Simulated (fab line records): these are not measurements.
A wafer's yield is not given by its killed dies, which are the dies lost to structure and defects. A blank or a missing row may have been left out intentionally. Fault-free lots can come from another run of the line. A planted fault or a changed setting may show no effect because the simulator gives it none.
Which tool did it? / flow gf180mcu / 36 wafers sampled from 12 lots at 1 step of a route of 602

WHAT THE GAUGES READ, wafer by wafer
GF_V5_THK_MEAS_01.
lot=L176; measured=day 26 04:26; on=filmMetro-01; V5_CVD_00_THK (nm)=297 299 296
lot=L177; measured=day 26 17:01; on=filmMetro-01; V5_CVD_00_THK (nm)=298 296 298
lot=L179; measured=day 27 06:53; on=filmMetro-04; V5_CVD_00_THK (nm)=297 300 298
lot=L181; measured=day 28 07:03; on=filmMetro-04; V5_CVD_00_THK (nm)=295 291 304
lot=L182; measured=day 28 20:35; on=filmMetro-01; V5_CVD_00_THK (nm)=302 300 299
lot=L183; measured=day 28 23:34; on=filmMetro-02; V5_CVD_00_THK (nm)=299 301 299
lot=L189; measured=day 30 09:29; on=filmMetro-04; V5_CVD_00_THK (nm)=292 298 296
lot=L190; measured=day 30 21:49; on=filmMetro-01; V5_CVD_00_THK (nm)=296 296 296
lot=L193; measured=day 31 12:48; on=filmMetro-02; V5_CVD_00_THK (nm)=295 294 301
lot=L194; measured=day 31 19:16; on=filmMetro-02; V5_CVD_00_THK (nm)=299 297 297
lot=L195; measured=day 32 00:49; on=filmMetro-01; V5_CVD_00_THK (nm)=303 299 305
lot=L199; measured=day 32 19:31; on=filmMetro-01; V5_CVD_00_THK (nm)=301 305 301

EACH LOT AND THE TOOL THAT RAN IT (in order: tool; ch and the chambers of the sampled wafers; start)
Record: no process step prior to these readings.

WHAT THE TOOLS THEMSELVES READ (means of the sampled wafers that have a number; where no wafer has one, the mark that the record gives instead)
The record holds no such reading with a usual standard deviation.

THE ANSWER, worked out from the rows above alone
Rule: the usual values come from the lots themselves. The widest of any qualifying gaps counts: lots, ordered by their means at a reading, are off when they make up no more than a third of the lots, leave a main group of 4 or more, and stand apart from it by 3 or more times the standard deviation of that group's means. Not used: any main group whose means are identical at the precision the tables above print for the reading. Also off: a lot with no number at a reading for which 4 or more lots have one. The other lots that the step has rows for count as sound. After the gauges, taken in route order, come the tools' own readings; for these a lot's mean is taken, as printed above. At the first step where some lot is off, the reading lying furthest off is the one used; lots without a number count as furthest.
No lot is off at any reading shown: from this, nothing can be told.

WHAT WAS PUT IN BY THE SIMULATOR
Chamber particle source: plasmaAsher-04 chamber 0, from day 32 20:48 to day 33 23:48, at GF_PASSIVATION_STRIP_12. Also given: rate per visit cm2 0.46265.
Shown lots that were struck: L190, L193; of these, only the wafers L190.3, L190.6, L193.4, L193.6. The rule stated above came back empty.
